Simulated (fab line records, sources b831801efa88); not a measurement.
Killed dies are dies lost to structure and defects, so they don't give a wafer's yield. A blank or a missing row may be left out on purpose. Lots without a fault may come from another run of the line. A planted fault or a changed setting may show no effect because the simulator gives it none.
A struck lot beside a sound one | flow sky130 | 45 steps out of a route of 708
Sound: wafers L309.3, L309.5, L309.6. Struck: wafers L316.4, L316.5, L316.6. The cause comes at the end.
At each step with rows: each side's tool, then ch and its chambers, then its first start. Under that, the readings that differ: sound wafers | struck wafers | difference of the means | sigmas: that difference in standard deviations of wafers without a fault.
alike: readings whose means differ by less than 2 such deviations, and words and numbers that are the same on both sides. not compared: withheld readings, readings that some wafer has no value for, bounds like >300 that may hide the same value, and numbers for which the record gives no deviation and whose values overlap.
The two part at a step that has a row with sigmas, a row that says differs or no value, or rows on one side only. Numbers that don't overlap but have no deviation are shown without sigmas and don't part them. A reading that every wafer of one side lacks parts them only if that side has two wafers or more.

first, 8 steps without rows for these wafers: SKY_LDD_N_IMPLANT_08; SKY_LDD_N_IMPLANT_09; SKY_LDD_N_IMPLANT_10; SKY_LDD_N_IMPLANT_11; SKY_LDD_N_IMPLANT_12; SKY_LDD_N_IMPLANT_13; SKY_LDD_N_IMPLANT_14; SKY_LDD_N_IMPLANT_15.
SKY_LDD_N_STRIP_16: strips in O2/N2.
  sound on plasma_asher-02 ch 0,1, day 18 15:51; struck on plasma_asher-02 ch 0,1, day 22 00:35
  alike: drypump_motor_current_A, oes_product_au, strip_time_to_endpoint_s
  not compared: rf_hours_counter_h
SKY_LDD_N_TW_MEAS_17:
  sound on film_metro-02, day 18 15:56; struck on film_metro-02, day 22 00:40
  alike: LDD_N_TW
then, 2 steps without rows for these wafers: SKY_LDD_P_DEHYDRATE_00 (time 60 s); SKY_LDD_P_HMDS_01 (prime time 60 s).
SKY_LDD_P_COAT_02: resist thk 1140 nm.
  sound on litho_track-04 ch 0, day 19 06:58; struck on litho_track-04, day 22 15:38
  no value came back on the struck wafers for chill_plate_temp_C (C), dispense_pressure_kPa (kPa); on the sound wafers chill_plate_temp_C (C) reads 23.02 23.00 23.03
then, 4 steps without rows for these wafers: SKY_LDD_P_SOFTBAKE_03 (time 60 s); SKY_LDD_P_EXPOSE_04 (exposes mask PSDM, target cd 380 nm); SKY_LDD_P_PEB_05; SKY_LDD_P_DEVELOP_06 (develop time 60 s).
SKY_LDD_P_CD_MEAS_07: target cd 380 nm.
  sound on cd_sem-02, day 19 23:12; struck on cd_sem-02, day 23 06:44
  reading    | sound             | struck | difference                    | sigmas
  cd_nm (nm) | 375.2 376.2 377.3 | - - -  | no value on the struck wafers |
SKY_LDD_P_OVL_MEAS_08:
  sound on overlay-02, day 19 23:17; struck on overlay-01, day 23 06:48
  reading        | sound          | struck | difference                    | sigmas
  LDD_P_OVL (nm) | -1.9 -2.5 -0.1 | - - -  | no value on the struck wafers |
then, 1 step without rows for these wafers: SKY_LDD_P_IMPLANT_09.
SKY_LDD_P_STRIP_10: strips in O2/N2.
  sound on plasma_asher-02 ch 0,1, day 19 23:30; struck on plasma_asher-02 ch 0,1, day 23 07:00
  no value came back on the struck wafers for oes_product_au (a.u.), strip_time_to_endpoint_s (s); on the sound wafers oes_product_au (a.u.) reads 0.721 0.713 0.720
  alike: drypump_motor_current_A
  not compared: rf_hours_counter_h
SKY_LDD_P_TW_MEAS_11:
  sound on film_metro-03, day 19 23:35; struck on film_metro-01, day 23 07:06
  alike: LDD_P_TW
then, 7 steps without rows for these wafers: SKY_LDD_HVN_DEHYDRATE_00 (time 60 s); SKY_LDD_HVN_HMDS_01 (prime time 60 s); SKY_LDD_HVN_COAT_02 (resist thk 300 nm); SKY_LDD_HVN_SOFTBAKE_03 (time 60 s); SKY_LDD_HVN_EXPOSE_04 (exposes mask HVNTM, target cd 700 nm); SKY_LDD_HVN_PEB_05; SKY_LDD_HVN_DEVELOP_06 (develop time 60 s).
SKY_LDD_HVN_OVL_MEAS_07:
  sound on overlay-02, day 21 05:53; struck on overlay-01, day 24 13:39
  alike: LDD_HVN_OVL
then, 1 step without rows for these wafers: SKY_LDD_HVN_IMPLANT_08.
SKY_LDD_HVN_STRIP_09: strips in O2/N2.
  sound on plasma_asher-02 ch 0,1, day 21 06:05; struck on plasma_asher-02 ch 0,1, day 24 13:51
  alike: drypump_motor_current_A, oes_product_au, strip_time_to_endpoint_s
  not compared: rf_hours_counter_h
SKY_LDD_HVN_TW_MEAS_10:
  sound on film_metro-04, day 21 06:11; struck on film_metro-01, day 24 13:57
  alike: LDD_HVN_TW
then, 7 steps without rows for these wafers: SKY_LDD_HVP_DEHYDRATE_00 (time 60 s); SKY_LDD_HVP_HMDS_01 (prime time 60 s); SKY_LDD_HVP_COAT_02 (resist thk 300 nm); SKY_LDD_HVP_SOFTBAKE_03 (time 60 s); SKY_LDD_HVP_EXPOSE_04 (exposes mask HVPTM, target cd 700 nm); SKY_LDD_HVP_PEB_05; SKY_LDD_HVP_DEVELOP_06 (develop time 60 s).
SKY_LDD_HVP_OVL_MEAS_07:
  sound on overlay-01, day 22 12:34; struck on overlay-02, day 25 16:54
  alike: LDD_HVP_OVL
then, 1 step without rows for these wafers: SKY_LDD_HVP_IMPLANT_08.
SKY_LDD_HVP_TW_MEAS_10:
  sound on film_metro-04, day 22 12:52; struck on film_metro-03, day 25 17:12
  reading    | sound       | struck      | difference | sigmas
  LDD_HVP_TW | 464 464 461 | 701 702 698 | +237       | +48
SKY_LDD_LDN_TW_MEAS_13:
  sound on film_metro-02, day 23 20:22; struck on film_metro-03, day 26 22:29
  reading    | sound          | struck         | difference | sigmas
  LDD_LDN_TW | 1477 1477 1481 | 1512 1505 1505 | +29        | +4
-- the record jumps here: 22 days lie between the struck wafers' starts before and after (it left off in module LDD_LDN and takes up again in module PAD_OPEN, whose first step shown is number 708 of the route) --
SKY_PAD_OPEN_PROBE_99:
  sound on prober-01, day 46 04:07; struck on prober-02, day 48 13:26
  reading             | sound     | struck      | difference | sigmas
  killed_at_front_end | 16 16 14  | 410 420 410 | +398       | +97
  killed_dies         | 102 81 89 | 492 492 492 | +401       | +43
  killed_on_rim       | 20 13 16  | 96 96 96    | +80        | +22
  alike: killed_at_M0_to_M3, killed_at_M4_up, killed_at_contacts, killed_at_other, killed_open, killed_short

WHERE THEY PART
First at SKY_LDD_P_COAT_02; last, within this record, at SKY_PAD_OPEN_PROBE_99.

WHY: what the simulator had put in
Skipped step whole: litho_track-04, from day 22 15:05 on, at SKY_LDD_P_COAT_02. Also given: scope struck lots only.
